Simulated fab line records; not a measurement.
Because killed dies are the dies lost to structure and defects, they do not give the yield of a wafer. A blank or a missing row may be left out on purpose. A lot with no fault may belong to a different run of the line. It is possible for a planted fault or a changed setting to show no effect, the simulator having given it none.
2 desks, one fault | flow gf180mcu | what lay behind the numbers comes last; until then each desk has only its own

FROM THE METROLOGY DESK
What the gauges read, lot by lot, whatever tool the lot ran on: means of the sampled wafers that have a number. A lot is out of limits, marked OUT, if its mean lies more than 4 standard deviations from the usual mean; the brackets give that distance.
Columns: A = V5_W_RS at GF_V5_RS_MEAS_24, usual 0.330 ohm/sq; B = V5_W_THK at GF_V5_THK_MEAS_25, usual 350 nm; C = TOP_METAL_ALCU_THK at GF_TOP_METAL_THK_MEAS_06, usual 907 nm
lot  | first seen here | A     | B   | C
L200 | day 27 01:36    | 0.330 | 349 | 918
L201 | day 27 09:50    | 0.330 | 348 | 902
L203 | day 28 01:45    | 0.330 | 352 | 916
L204 | day 28 12:40    | 0.336 | 342 | 911
L205 | day 28 21:50    | 0.328 | 356 | 913
L206 | day 29 00:52    | 0.327 | 349 | 915
L207 | day 29 11:10    | 0.328 | 355 | 898
L208 | day 29 15:43    | 0.333 | 345 | 938
L209 | day 30 02:20    | 0.331 | 346 | 901
L210 | day 30 17:28    | 0.332 | 347 | 906
L215 | day 31 20:16    | 0.326 | 352 | 906
L218 | day 32 15:34    | 0.330 | 350 | 901
L219 | day 32 16:59    | 0.330 | 350 | 905
L220 | day 32 22:43    | 0.333 | 346 | 908
L221 | day 33 05:40    | 0.332 | 349 | 910
Finding of this desk: none of the 15 lots has anything out of limits.

FOR THE TOOL OWNER'S DESK: plasma_asher-01
The tool's own readings at GF_NSD_STRIP_11 (strips in O2/N2): means of the sampled wafers that have a number, for each lot that ran on this tool. A lot is out of limits, marked OUT, if its mean lies more than 4 standard deviations from the usual mean; the brackets give that distance.
Columns: A = chamber_pressure_mTorr at GF_NSD_STRIP_11, usual 1499.9 mTorr; B = drypump_motor_current_A at GF_NSD_STRIP_11, usual 5.8 A; C = heater_power_w at GF_NSD_STRIP_11, usual 297 W; D = oes_product_au at GF_NSD_STRIP_11, usual 0.487 a.u.; E = strip_time_to_endpoint_s at GF_NSD_STRIP_11, usual 22.99 s
lot  | first seen here | A      | B   | C   | D     | E
L200 | day 13 03:22    | 1501.2 | 6.1 | 279 | 0.491 | 22.94
L201 | day 13 12:37    | 1499.4 | 5.8 | 277 | 0.489 | 22.97
L203 | day 14 05:55    | 1499.3 | 6.4 | 278 | 0.486 | 22.97
L204 | day 14 14:22    | 1500.0 | 6.1 | 281 | 0.489 | 23.04
L206 | day 15 05:18    | 1498.9 | 5.7 | 280 | 0.485 | 22.98
L208 | day 16 02:12    | 1498.9 | 5.7 | 281 | 0.486 | 22.91
L210 | day 17 05:49    | 1500.8 | 6.1 | 279 | 0.486 | 22.98
L215 | day 18 17:19    | 1499.6 | 6.1 | 278 | 0.490 | 23.01
L218 | day 19 19:25    | 1500.3 | 6.1 | 282 | 0.486 | 22.98
L219 | day 19 23:52    | 1498.8 | 5.4 | 283 | 0.492 | 23.02
L220 | day 20 08:46    | 1500.1 | 5.7 | 280 | 0.485 | 22.99
Finding of this desk: none of the 11 lots has anything out of limits.

BROUGHT TOGETHER
Metrology desk: nothing out of limits seen.
Nothing out of limits was seen by the tool owner's desk.

WHAT HAD BEEN PUT IN BY THE SIMULATOR
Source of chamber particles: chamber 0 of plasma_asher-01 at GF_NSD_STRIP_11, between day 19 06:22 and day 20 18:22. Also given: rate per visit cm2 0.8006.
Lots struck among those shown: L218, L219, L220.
